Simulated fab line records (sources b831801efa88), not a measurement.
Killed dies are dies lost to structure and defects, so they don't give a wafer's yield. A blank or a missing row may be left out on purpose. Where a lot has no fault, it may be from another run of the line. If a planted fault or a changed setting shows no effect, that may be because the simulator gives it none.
Comparing a struck lot with a sound one || flow sky130 || 15 out of 708 route steps
Sound: wafers L607.2, L607.3, L607.4. Struck: wafer L617.4. (L617.6 of the same lot was not struck and is left out.) The cause comes at the end.
At each step with rows: each side's tool, then ch and its chambers, then its first start. Under that, the readings that differ: sound wafers || struck wafers || difference of the means || sigmas: that difference in standard deviations of wafers without a fault.
alike: words and numbers the same on both sides, and readings whose means are apart by under 2 such deviations; not compared: readings that were withheld, readings missing a value for some wafer, numbers with overlapping values and no deviation given by the record, and bounds like >300 which may hide the same value.
A row with sigmas, a row that says differs or no value, or rows on one side alone: a step with any of these is where the two part. When numbers do not overlap yet have no deviation, they are printed without sigmas and do not part them. Lack of a reading on every wafer of one side parts them only where that side has two or more wafers.

first, 9 steps without rows for these wafers: SKY_CAPM_CLEAN_17 (cleans in O3/DIW); SKY_METAL3_DEHYDRATE_05 (time 60 s); SKY_METAL3_HMDS_06 (prime time 60 s); SKY_METAL3_COAT_07 (resist thk 60 nm); SKY_METAL3_COAT_08 (resist thk 1140 nm); SKY_METAL3_SOFTBAKE_09 (time 90 s); SKY_METAL3_EXPOSE_10 (exposes mask MM3, target cd 300 nm); SKY_METAL3_PEB_11; SKY_METAL3_DEVELOP_12 (develop time 60 s).
SKY_METAL3_CD_MEAS_13: target cd 300 nm.
  sound on cd_sem-01, day 38 11:52; struck on cd_sem-02, day 41 10:45
  alike: cd_nm
SKY_METAL3_OVL_MEAS_14:
  sound on overlay-01, day 38 11:58; struck on overlay-02, day 41 10:50
  alike: METAL3_OVL
SKY_METAL3_DESCUM_15: chemistry O2, time 8 s.
  sound on rie_metal-01 ch 0,1, day 38 12:00; struck on rie_metal-04 ch 1, day 41 10:52
{"reading": "oes_product_au (a.u.)", "sound": "0.994 0.992 0.992", "struck": 1.015, "difference": "+0.022", "sigmas": "+3"}
  alike: drypump_motor_current_A, temp_c
  not compared: rf_hours_counter_h
SKY_METAL3_ETCH_16: etches BARC in N2/H2, stops on SiO2, time 88.2 s, target depth 60 nm.
  sound on rie_metal-01 ch 0,1, day 38 12:02; struck on rie_metal-04 ch 1, day 41 10:55
{"reading": "oes_product_au (a.u.)", "sound": "0.624 0.617 0.624", "struck": 0.603, "difference": -0.019, "sigmas": -4}
{"reading": "run_length_s (s)", "sound": "117.5 115.7 117.0", "struck": 123.5, "difference": "+6.8", "sigmas": "+17"}
  alike: drypump_motor_current_A, h2_flow_sccm, throttle_valve_pct
  not compared: rf_hours_counter_h, model.SiO2_of_CAPM_CVD_00.thk_nm
SKY_METAL3_ETCH_17: etches SiO2 in C4F8/O2/Ar, stops on TiN, time 3.9 s, target depth 15 nm.
  sound on rie_diel-02 ch 0,1,2, day 38 12:08; struck on rie_diel-01 ch 2, day 41 10:59
  alike: oes_product_au
SKY_PAD_OPEN_PROBE_99:
  the record holds rows for the sound wafers here (prober-01, day 45 18:09) but none for the struck ones

## WHERE THEY PART
Last at SKY_PAD_OPEN_PROBE_99 as far as this record goes, first at SKY_METAL3_DESCUM_15.

WHY: whatever the simulator had introduced
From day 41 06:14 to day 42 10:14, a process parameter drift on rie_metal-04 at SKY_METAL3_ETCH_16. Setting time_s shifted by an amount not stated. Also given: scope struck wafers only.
